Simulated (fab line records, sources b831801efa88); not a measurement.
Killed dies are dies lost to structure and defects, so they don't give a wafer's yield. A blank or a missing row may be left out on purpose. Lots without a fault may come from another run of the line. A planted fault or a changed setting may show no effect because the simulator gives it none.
A struck lot beside a sound one | flow sky130 | 43 steps out of a route of 708
Sound: wafers L943.1, L943.5, L943.6. Struck: wafers L957.3, L957.5, L957.6. The cause comes at the end.
At each step with rows: each side's tool, then ch and its chambers, then its first start. Under that, the readings that differ: sound wafers | struck wafers | difference of the means | sigmas: that difference in standard deviations of wafers without a fault.
alike: readings whose means differ by less than 2 such deviations, and words and numbers that are the same on both sides. not compared: withheld readings, readings that some wafer has no value for, bounds like >300 that may hide the same value, and numbers for which the record gives no deviation and whose values overlap.
The two part at a step that has a row with sigmas, a row that says differs or no value, or rows on one side only. Numbers that don't overlap but have no deviation are shown without sigmas and don't part them. A reading that every wafer of one side lacks parts them only if that side has two wafers or more.

first, 8 steps without rows for these wafers: SKY_VIA1_DEHYDRATE_04 (time 60 s); SKY_VIA1_HMDS_05 (prime time 60 s); SKY_VIA1_COAT_06 (resist thk 60 nm); SKY_VIA1_COAT_07 (resist thk 450 nm); SKY_VIA1_SOFTBAKE_08 (time 90 s); SKY_VIA1_EXPOSE_09 (exposes mask VIM, target cd 150 nm); SKY_VIA1_PEB_10; SKY_VIA1_DEVELOP_11 (develop time 60 s).
SKY_VIA1_CD_MEAS_12: target cd 150 nm.
  sound on cd_sem-01, day 34 18:16; struck on cd_sem-02, day 38 16:19
  alike: cd_nm
SKY_VIA1_OVL_MEAS_13:
  sound on overlay-01, day 34 18:23; struck on overlay-02, day 38 16:25
  alike: VIA1_OVL
then, 1 step without rows for these wafers: SKY_VIA1_ETCH_14 (etches BARC in N2/H2, stops on SiO2, time 45.9 s, target depth 60 nm).
SKY_VIA1_ETCH_15: etches SiO2 in C4F8/O2/Ar, stops on TiN, target depth 351 nm, time 54 s.
  sound on rie_diel-02 ch 1,2, day 34 18:28; struck on rie_diel-04 ch 1,2,3, day 38 16:29
  alike: oes_product_au
  not compared: rf_hours_counter_h
SKY_VIA1_STRIP_16: strips in O2/N2.
  sound on plasma_asher-03 ch 0,1, day 34 18:31; struck on plasma_asher-03 ch 0,1, day 38 16:34
  alike: drypump_motor_current_A, n2_flow_sccm, oes_product_au, strip_time_to_endpoint_s
  not compared: rf_hours_counter_h
then, 3 steps without rows for these wafers: SKY_VIA1_STRIP_17 (strips in post etch residue remover, time 1200 s); SKY_VIA1_CLEAN_18 (cleans in IPA, time 180 s); SKY_VIA1_CLEAN_19 (cleans in O3/DIW).
SKY_VIA1_SPUTTER_20: material TiN, target thk 20 nm, time 80 s.
  sound on pvd_sputter-02, day 34 19:07; struck on pvd_sputter-04, day 38 17:13
  alike: throttle_valve_pct
then, 1 step without rows for these wafers: SKY_VIA1_CVD_21 (deposits W, target thk 270 nm, time 80.902 s).
SKY_VIA1_RS_MEAS_22: measures by four-point-probe.
  sound on film_metro-02, day 34 19:16; struck on film_metro-03, day 38 17:25
  alike: VIA1_W_RS
SKY_VIA1_THK_MEAS_23: measures by xrf.
  sound on film_metro-02, day 34 19:23; struck on film_metro-03, day 38 17:31
  alike: VIA1_W_THK
then, 3 steps without rows for these wafers: SKY_VIA1_CMP_24 (polishes, stops on SiO2, t overpolish 15 s, target thk 0 nm); SKY_METAL2_SPUTTER_00 (material Ti, target thk 15 nm, time 10 s); SKY_METAL2_SPUTTER_01 (material TiN, target thk 20 nm, time 16.7 s).
SKY_METAL2_SPUTTER_02: material AlCu, target thk 250 nm, time 13.3 s.
  sound on pvd_sputter-03, day 34 19:48; struck on pvd_sputter-03, day 38 17:53
  alike: throttle_valve_pct
SKY_METAL2_SPUTTER_03: material Ti, target thk 5 nm, time 3.3 s.
  sound on pvd_sputter-03, day 34 19:49; struck on pvd_sputter-03, day 38 17:55
  alike: throttle_valve_pct
then, 1 step without rows for these wafers: SKY_METAL2_SPUTTER_04 (material TiN, target thk 70 nm, time 58.3 s).
SKY_METAL2_RS_MEAS_05: measures by four-point-probe.
  sound on film_metro-02, day 34 19:53; struck on film_metro-04, day 38 18:01
  alike: METAL2_ALCU_RS
SKY_METAL2_THK_MEAS_06: measures by xrf.
  sound on film_metro-02, day 34 20:01; struck on film_metro-04, day 38 18:07
  alike: METAL2_ALCU_THK
then, 8 steps without rows for these wafers: SKY_METAL2_DEHYDRATE_07 (time 60 s); SKY_METAL2_HMDS_08 (prime time 60 s); SKY_METAL2_COAT_09 (resist thk 60 nm); SKY_METAL2_COAT_10 (resist thk 450 nm); SKY_METAL2_SOFTBAKE_11 (time 90 s); SKY_METAL2_EXPOSE_12 (exposes mask MM2, target cd 140 nm); SKY_METAL2_PEB_13; SKY_METAL2_DEVELOP_14 (develop time 60 s).
SKY_METAL2_CD_MEAS_15: target cd 140 nm.
  sound on cd_sem-01, day 35 22:31; struck on cd_sem-02, day 39 18:49
  alike: cd_nm
SKY_METAL2_OVL_MEAS_16:
  sound on overlay-01, day 35 22:38; struck on overlay-02, day 39 18:54
  alike: METAL2_OVL
SKY_METAL2_DESCUM_17: chemistry O2, time 8 s.
  sound on rie_metal-04 ch 0,1, day 35 22:41; struck on rie_metal-01 ch 0,1, day 39 18:56
  alike: drypump_motor_current_A, oes_product_au
  not compared: rf_hours_counter_h
then, 3 steps without rows for these wafers: SKY_METAL2_ETCH_18 (etches BARC in N2/H2, stops on SiO2, time 45.9 s, target depth 60 nm); SKY_METAL2_METAL_ETCH_19 (etches the open film in Cl2/BCl3, stops on SiO2, target depth 360 nm, time 78 s); SKY_METAL2_STRIP_20 (strips in O2/N2).
-- the record jumps here: 10 days lie between the struck wafers' starts before and after (it left off in module METAL2 and takes up again in module PAD_OPEN, whose first step shown is number 708 of the route) --
SKY_PAD_OPEN_PROBE_99:
  sound on prober-01, day 46 09:22; struck on prober-02, day 49 10:57
  reading                               | sound             | struck            | difference | sigmas
  defect_limited_yield (%)              | 82.7 79.5 84.6    | 77.8 76.0 78.3    | -4.9       | -2
  killed_at_M0_to_M3                    | 37 46 40          | 70 78 75          | +33        | +5
  killed_at_contacts                    | 32 28 29          | 23 16 19          | -10        | -2
  killed_dies                           | 85 101 76         | 109 118 107       | +24        | +2
  sort_bin_3_pad_short (%)              | 1.0 0.8 0.8       | 3.0 2.4 2.6       | +1.8       | +4
  sort_n_pass                           | 407 391 416       | 383 374 385       | -24        | -2
  sort_yield_pct (%)                    | 82.7 79.5 84.6    | 77.8 76.0 78.3    | -4.9       | -2
  model.etest.tester.sort_n_pass        | 407 391 416       | 383 374 385       | -24        |
  model.etest.tester.sort_yield_pct (%) | 82.72 79.47 84.55 | 77.85 76.02 78.25 | -4.87      |
  model.etest.tester.sort_bin_3_pct (%) | 1.016 0.813 0.813 | 3.049 2.439 2.642 | +1.829     |
  alike: killed_at_M4_up, killed_at_front_end, killed_at_other, killed_open, killed_short, sort_bin_5_function, sort_bin_6_memory
  not compared: model.etest.tester.sort_bin_5_pct

WHERE THEY PART
Only at SKY_PAD_OPEN_PROBE_99, within this record.

WHY: what the simulator had put in
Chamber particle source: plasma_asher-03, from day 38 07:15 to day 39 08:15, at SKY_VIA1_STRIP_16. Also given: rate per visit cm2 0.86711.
